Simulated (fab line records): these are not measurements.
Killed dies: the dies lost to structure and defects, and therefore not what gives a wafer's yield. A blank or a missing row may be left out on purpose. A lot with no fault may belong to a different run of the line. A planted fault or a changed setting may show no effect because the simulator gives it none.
A lot that was struck, set against a sound lot	flow sfq line	15 out of 325 route steps
Sound: wafers L914.4, L914.5, L914.6. Struck: wafers L924.2, L924.4. (L924.5 of the same lot was not struck and is left out.) The cause comes at the end.
Per side, at each step with rows, come the tool, then ch with its chambers, and then its first start. Under that, the readings that differ: sound wafers	struck wafers	difference of the means	sigmas: that difference in standard deviations of wafers without a fault.
alike: readings with means less than 2 such deviations apart, plus words and numbers identical on both sides. not compared: withheld readings, readings lacking a value on some wafer, bounds such as >300 that could conceal the same value, and numbers that have no deviation in the record and whose values overlap.
The two part at a step that has a row with sigmas, a row that says differs or no value, or rows on one side only. Non-overlapping numbers with no deviation appear without sigmas and do not part them. A reading missing from all wafers of one side parts the sides only when that side holds two or more wafers.

first, 1 step without rows for these wafers: SFQ_TRILAYER_M6_STRIP_SOLV_CLEAN_164 (cleans in NMP, time 600 s).
SFQ_TRILAYER_I6_DEP_PECVD_165: deposits SiO2 from SiH4/N2O, time 111.11 s, target thk 500 nm.
  sound on pecvd-01 ch 0,1,2, day 75 17:56; struck on pecvd-03 ch 0,1, day 78 20:14
  alike: heater power w, throttle valve pct
SFQ_TRILAYER_I6_CMP_CMP_166: polishes SiO2.
  sound on cmp-02 ch 2,3, day 76 02:52; struck on cmp-01 ch 2,3, day 78 22:12
  alike: motor current A, retaining ring pressure frac, time to endpoint s
SFQ_I6_BOW_MEAS_941:
  sound on film metro-02 at day 76 05:56; struck on film metro-01 at day 79 00:43
  alike: I6_BOW
SFQ_TRILAYER_I6_METRO_MEASURE_167:
  sound on film metro-02 at day 76 06:35; struck on film metro-01 at day 79 01:01
  alike: thk nm
then, 6 steps without rows for these wafers: SFQ_TRILAYER_I6_VIA_LITHO_COAT_174 (resist thk 62 nm); SFQ_TRILAYER_I6_VIA_LITHO_COAT_169 (resist thk 650 nm); SFQ_TRILAYER_I6_VIA_LITHO_SOFTBAKE_173; SFQ_TRILAYER_I6_VIA_LITHO_EXPOSE_170 (exposes mask I6, target cd 700 nm); SFQ_TRILAYER_I6_VIA_LITHO_PEB_172 (peb time 60 s); SFQ_TRILAYER_I6_VIA_LITHO_DEVELOP_171 (time 60 s).
-- the record jumps here: 4 days lie between the struck wafers' starts before and after --
SFQ_I6_OVL_MEAS_942:
  sound on overlay-02 at day 80 07:43; struck on overlay-01 at day 82 16:13
  alike: I6_OVL
SFQ_TRILAYER_I6_VIA_BARC_OPEN_VIA_ETCH_235: etches BARC in O2, target depth 125 nm, time 41.7 s.
  sound on rie diel-02 ch 0,1, day 80 07:44; struck on rie diel-02 ch 2,3, day 82 16:15
reading	sound	struck	difference	sigmas
model.KrF_of_TRILAYER_I6_VIA_LITHO_COAT_169.thk nm (nm)	574 573.8 574.1	556.3 558.5	-16.6	
  alike: drypump motor current A, oes product au
  not compared: rf hours counter h
SFQ_TRILAYER_I6_VIA_ETCH_VIA_ETCH_172: etches SiO2 in CHF3, stops on Nb, target depth 260 nm.
  sound on rie diel-02 ch 0,1, day 80 07:47; struck on rie diel-02 ch 2,3, day 82 16:17
reading	sound	struck	difference	sigmas
model.KrF_of_TRILAYER_I6_VIA_LITHO_COAT_169.thk nm (nm)	529.5 529.3 529.9	510.7 514.7	-16.9	
  alike: drypump motor current A, oes product au
SFQ_TRILAYER_I6_VIA_STRIP_STRIP_173: strips in O2.
  sound on rie metal-01 ch 0,1, day 80 08:05; struck on rie metal-03 ch 0,1, day 82 16:25
  alike: drypump motor current A, oes product au
  not compared: rf hours counter h

## WHERE THEY PART
Nowhere in this record.

WHY: the cause the simulator had injected
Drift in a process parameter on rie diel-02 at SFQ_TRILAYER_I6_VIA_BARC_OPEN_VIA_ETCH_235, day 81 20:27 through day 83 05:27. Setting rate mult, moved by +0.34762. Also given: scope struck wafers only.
